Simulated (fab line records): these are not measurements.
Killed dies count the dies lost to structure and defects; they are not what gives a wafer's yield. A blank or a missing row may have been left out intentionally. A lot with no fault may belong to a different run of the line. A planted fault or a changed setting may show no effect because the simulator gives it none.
The tool behind it: which one? :: flow gf180mcu :: 35 wafers from 12 lots sampled at 4 of the route's 602 steps

WHAT EACH GAUGE READ, for each wafer
GF_M3_OVL_MEAS_15.
lot: L373
measured: day 21 13:37
on: overlay-02
M3_OVL (nm): -1 -2 1

lot: L375
measured: day 22 19:43
on: overlay-02
M3_OVL (nm): 0 3 5

lot: L377
measured: day 23 09:29
on: overlay-02
M3_OVL (nm): 3 -1 -5

lot: L379
measured: day 24 06:58
on: overlay-02
M3_OVL (nm): 1 -3 1

lot: L382
measured: day 25 05:19
on: overlay-02
M3_OVL (nm): 6 7 3

lot: L383
measured: day 25 13:22
on: overlay-01
M3_OVL (nm): -10 -5 -12

lot: L384
measured: day 25 18:58
on: overlay-01
M3_OVL (nm): -7 -7 -9

lot: L386
measured: day 26 06:43
on: overlay-01
M3_OVL (nm): -5 -10

lot: L387
measured: day 26 13:55
on: overlay-02
M3_OVL (nm): -8 -6 -8

lot: L394
measured: day 28 19:29
on: overlay-01
M3_OVL (nm): 2 -10 -7

lot: L395
measured: day 29 07:36
on: overlay-02
M3_OVL (nm): -5 -1 -1

lot: L396
measured: day 29 14:26
on: overlay-01
M3_OVL (nm): 0 1 0

GF_V3_CD_MEAS_14: the cd target is 260 nm.
lot: L373
measured: day 22 14:34
on: cd sem-02
cd nm (nm): 259.6 260.2 259.7

lot: L375
measured: day 23 19:50
on: cd sem-01
cd nm (nm): 259.5 259.8 260.0

lot: L377
measured: day 24 09:43
on: cd sem-02
cd nm (nm): 260.1 259.6 259.2

lot: L379
measured: day 25 06:40
on: cd sem-01
cd nm (nm): 259.0 258.6 259.9

lot: L382
measured: day 26 04:35
on: cd sem-01
cd nm (nm): 262.0 262.3 261.9

lot: L383
measured: day 26 11:53
on: cd sem-01
cd nm (nm): 260.2 260.9 261.1

lot: L384
measured: day 26 17:18
on: cd sem-02
cd nm (nm): 260.7 259.3 259.8

lot: L386
measured: day 27 05:44
on: cd sem-01
cd nm (nm): 261.8 261.7

lot: L387
measured: day 27 12:29
on: cd sem-01
cd nm (nm): 260.6 259.7 260.6

lot: L394
measured: day 29 16:13
on: cd sem-02
cd nm (nm): 213.8 213.6 213.4 213.6 213.3 213.8

lot: L395
measured: day 30 04:20
on: cd sem-01
cd nm (nm): 260.7 260.1 259.8

lot: L396
measured: day 30 10:30
on: cd sem-01
cd nm (nm): 221.4 221.8 221.1 221.0 221.7 221.4

EACH LOT AND THE TOOL THAT RAN IT (in order: tool; ch and the chambers of the sampled wafers; start)
lot: L373
GF_V2_ETCH_16: rie diel-01 ch 1,2, day 20 11:45
GF_V3_EXPOSE_11: krf scanner-01 ch 0, day 22 03:33

lot: L375
GF_V2_ETCH_16: rie diel-01 ch 0,2,3, day 21 18:40
GF_V3_EXPOSE_11: krf scanner-02 ch 0, day 23 08:30

lot: L377
GF_V2_ETCH_16: rie diel-01 ch 0,1, day 22 08:49
GF_V3_EXPOSE_11: krf scanner-01 ch 0, day 23 22:34

lot: L379
GF_V2_ETCH_16: rie diel-04 ch 3, day 23 06:21
GF_V3_EXPOSE_11: krf scanner-01 ch 0, day 24 19:44

lot: L382
GF_V2_ETCH_16: rie diel-03 ch 1,2,3, day 24 05:29
GF_V3_EXPOSE_11: krf scanner-02 ch 0, day 25 17:36

lot: L383
GF_V2_ETCH_16: rie diel-04 ch 0,2,3, day 24 13:21
GF_V3_EXPOSE_11: krf scanner-02 ch 0, day 26 01:32

lot: L384
GF_V2_ETCH_16: rie diel-04 ch 0,2, day 24 19:37
GF_V3_EXPOSE_11: krf scanner-02 ch 0, day 26 07:08

lot: L386
GF_V2_ETCH_16: rie diel-01 ch 2,3, day 25 07:53
GF_V3_EXPOSE_11: krf scanner-01 ch 0, day 26 19:00

lot: L387
GF_V2_ETCH_16: rie diel-04 ch 0,2, day 25 14:05
GF_V3_EXPOSE_11: krf scanner-02 ch 0, day 27 02:33

lot: L394
GF_V2_ETCH_16: rie diel-01 ch 0,2, day 27 20:24
GF_V3_EXPOSE_11: krf scanner-01 ch 0, day 29 06:50

lot: L395
GF_V2_ETCH_16: rie diel-01 ch 0,1, day 28 08:58
GF_V3_EXPOSE_11: krf scanner-02 ch 0, day 29 18:34

lot: L396
GF_V2_ETCH_16: rie diel-01 ch 2,3, day 28 17:27
GF_V3_EXPOSE_11: krf scanner-01 ch 0, day 30 01:36
- GF_V2_ETCH_16: etches BARC in N2/H2.
- GF_V3_EXPOSE_11: exposes mask Via3, target cd 260 nm.

AS READ BY THE TOOLS THEMSELVES (means over the sampled wafers that have a number; for cases with no such wafer, the mark the record gives instead)
GF_V2_ETCH_16.
lot: L373
tool: rie diel-01
drypump motor current A (A): 5.8
oes product au (a.u.): 0.856
throttle valve pct (%): 13.238

lot: L375
tool: rie diel-01
drypump motor current A (A): 5.5
oes product au (a.u.): 0.855
throttle valve pct (%): 13.226

lot: L377
tool: rie diel-01
drypump motor current A (A): 5.3
oes product au (a.u.): 0.857
throttle valve pct (%): 13.230

lot: L379
tool: rie diel-04
drypump motor current A (A): 6.5
oes product au (a.u.): 0.857
throttle valve pct (%): 13.227

lot: L382
tool: rie diel-03
drypump motor current A (A): 5.8
oes product au (a.u.): 0.849
throttle valve pct (%): 13.233

lot: L383
tool: rie diel-04
drypump motor current A (A): 5.9
oes product au (a.u.): 0.856
throttle valve pct (%): 13.223

lot: L384
tool: rie diel-04
drypump motor current A (A): 5.5
oes product au (a.u.): 0.854
throttle valve pct (%): 13.217

lot: L386
tool: rie diel-01
drypump motor current A (A): 5.6
oes product au (a.u.): 0.851
throttle valve pct (%): 13.221

lot: L387
tool: rie diel-04
drypump motor current A (A): 5.5
oes product au (a.u.): 0.855
throttle valve pct (%): 13.225

lot: L394
tool: rie diel-01
drypump motor current A (A): 5.8
oes product au (a.u.): 0.856
throttle valve pct (%): 13.237

lot: L395
tool: rie diel-01
drypump motor current A (A): 5.3
oes product au (a.u.): 0.853
throttle valve pct (%): 13.227

lot: L396
tool: rie diel-01
drypump motor current A (A): 5.7
oes product au (a.u.): 0.858
throttle valve pct (%): 13.220

GF_V3_EXPOSE_11.
lot: L373
tool: krf scanner-01
exposure dose mJ cm2: 38.00
reticle temp C (C): 22.90

lot: L375
tool: krf scanner-02
exposure dose mJ cm2: 38.04
reticle temp C (C): 23.00

lot: L377
tool: krf scanner-01
exposure dose mJ cm2: 37.98
reticle temp C (C): 23.14

lot: L379
tool: krf scanner-01
exposure dose mJ cm2: 38.00
reticle temp C (C): 23.09

lot: L382
tool: krf scanner-02
exposure dose mJ cm2: 37.95
reticle temp C (C): 23.03

lot: L383
tool: krf scanner-02
exposure dose mJ cm2: 37.99
reticle temp C (C): 23.15

lot: L384
tool: krf scanner-02
exposure dose mJ cm2: 37.97
reticle temp C (C): 23.05

lot: L386
tool: krf scanner-01
exposure dose mJ cm2: 37.98
reticle temp C (C): 22.92

lot: L387
tool: krf scanner-02
exposure dose mJ cm2: 38.02
reticle temp C (C): 23.12

lot: L394
tool: krf scanner-01
exposure dose mJ cm2: 27.63
reticle temp C (C): 23.04

lot: L395
tool: krf scanner-02
exposure dose mJ cm2: 37.99
reticle temp C (C): 23.05

lot: L396
tool: krf scanner-01
exposure dose mJ cm2: 29.71
reticle temp C (C): 22.89

THE ANSWER, worked out from the rows above alone
Rule: the lots themselves supply what counts as usual. The widest of any qualifying gaps counts: lots, ordered by their means at a reading, are off when they make up no more than a third of the lots, leave a main group of 4 or more, and stand apart from it by 3 or more times the standard deviation of that group's means. Not used: any main group whose means are identical at the precision the tables above print for the reading. A lot without any number at a reading at which 4 lots or more have one is off too. The other lots that the step has rows for count as sound. After the gauges, taken in route order, come the tools' own readings; for these a lot's mean is taken, as printed above. The first step at which some lot is off is used, and at that step the reading that is off furthest; a lot without a number counts as furthest.
Off: L394, L396, at GF_V3_CD_MEAS_14 (cd nm). The main group has a mean of 260.3 nm with a standard deviation of 0.88.
If a tool, at a process step before that reading, ran all the lots that are off and no sound lot after the first of them, it fits. Not tried: the gauges at GF_V3_CD_MEAS_14; whatever is off there is also off at GF_V3_EXPOSE_11, on other tools, and gauge error can't account for it. One fits: krf scanner-01 at GF_V3_EXPOSE_11. Its last sound lot is L386 (day 26 19:00), its first lot that is off L394 (day 29 06:50): a fault that began between those two fits.
On the lots that are off, the tool's own readings at GF_V3_EXPOSE_11 differ by more than 5 times the standard deviation of the sound lots' means, which bears it out; exposure dose mJ cm2 reads 28.67 there versus 37.99 on the sound lots.

WHAT THE SIMULATOR HAD PUT IN
Process parameters drifting: krf scanner-01 at GF_V3_EXPOSE_11, beginning at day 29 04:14. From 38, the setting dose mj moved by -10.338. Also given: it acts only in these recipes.
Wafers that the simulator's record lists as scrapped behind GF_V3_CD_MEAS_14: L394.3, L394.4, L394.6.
Shown lots that were struck: L394, L396. Same finding as the rule above.
